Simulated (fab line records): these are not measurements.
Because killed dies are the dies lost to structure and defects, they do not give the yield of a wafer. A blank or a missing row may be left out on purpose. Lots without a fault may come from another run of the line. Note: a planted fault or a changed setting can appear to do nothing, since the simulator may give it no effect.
What tool caused it? ; flow gf180mcu ; 21 wafers from 7 lots sampled at 5 of the route's 602 steps

## WHAT THE GAUGES READ, wafer by wafer
GF_MIM_THK_MEAS_11: measures by xrf.
lot;measured;on;MIM_ALCU_THK (nm)
L426;day 24 18:59;film metro-04;199.7 200.0 199.6
L430;day 26 05:54;film metro-04;199.3 200.5 202.9
L433;day 27 04:53;film metro-02;200.7 201.1 198.7
L435;day 27 20:57;film metro-02;200.8 203.1 200.8
L438;day 28 16:46;film metro-02;196.1 196.3 196.2
L440;day 29 06:22;film metro-03;212.5 214.7 212.5
L448;day 31 02:00;film metro-03;197.2 197.9 200.5

## EACH LOT AND THE TOOL THAT RAN IT (in order: tool; ch and the chambers of the sampled wafers; start)
lot;GF_V4_SPUTTER_22;GF_V4_CVD_23;GF_MIM_SPUTTER_04;GF_MIM_SPUTTER_09
L426;pvd sputter-04, day 24 17:48;cvd w-02 ch 0,1, day 24 17:50;pvd sputter-02, day 24 18:37;pvd sputter-03, day 24 18:49
L430;pvd sputter-01, day 26 04:43;cvd w-01 ch 0,1, day 26 04:46;pvd sputter-02, day 26 05:33;pvd sputter-04, day 26 05:45
L433;pvd sputter-04, day 27 03:37;cvd w-02 ch 0, day 27 03:43;pvd sputter-03, day 27 04:30;pvd sputter-02, day 27 04:42
L435;pvd sputter-04, day 27 19:40;cvd w-01 ch 0,1, day 27 19:42;pvd sputter-03, day 27 20:35;pvd sputter-04, day 27 20:47
L438;pvd sputter-03, day 28 15:34;cvd w-02 ch 0,1, day 28 15:37;pvd sputter-04, day 28 16:23;pvd sputter-03, day 28 16:37
L440;pvd sputter-01, day 29 05:13;cvd w-02 ch 0,1, day 29 05:15;pvd sputter-02, day 29 06:01;pvd sputter-04, day 29 06:13
L448;pvd sputter-04, day 31 00:49;cvd w-02 ch 0,1, day 31 00:53;pvd sputter-03, day 31 01:37;pvd sputter-04, day 31 01:49
- GF_V4_SPUTTER_22: material TiN, target thk 10 nm, time 40 s.
- GF_V4_CVD_23: deposits W, target thk 350 nm, time 104.9 s.
- GF_MIM_SPUTTER_04: material TiN, target thk 50 nm, time 41.7 s.
- GF_MIM_SPUTTER_09: material TiN, target thk 35 nm, time 29.2 s.

## THE ANSWER, worked out from the rows above alone
Rule: the lots themselves supply what counts as usual. The widest of any qualifying gaps counts: lots, ordered by their means at a reading, are off when they make up no more than a third of the lots, leave a main group of 4 or more, and stand apart from it by 3 or more times the standard deviation of that group's means. The tables above print the reading to a certain number of digits; a main group whose means all agree to those digits is not used. A lot without any number at a reading at which 4 lots or more have one is off too. Any other lot the step has rows for is counted as sound.
Off: L440, at GF_MIM_THK_MEAS_11 (MIM_ALCU_THK). For the main group the mean is 199.5 nm and the standard deviation 1.8.
A tool fits if, at a process step before that reading, it ran every lot that is off, and no sound lot after the first of them. Gauges at GF_MIM_THK_MEAS_11: tried the same way as those tools. Can't be told from this: 2 tools fit, pvd sputter-01 at GF_V4_SPUTTER_22, pvd sputter-02 at GF_MIM_SPUTTER_04.

## WHAT HAD BEEN PUT IN BY THE SIMULATOR
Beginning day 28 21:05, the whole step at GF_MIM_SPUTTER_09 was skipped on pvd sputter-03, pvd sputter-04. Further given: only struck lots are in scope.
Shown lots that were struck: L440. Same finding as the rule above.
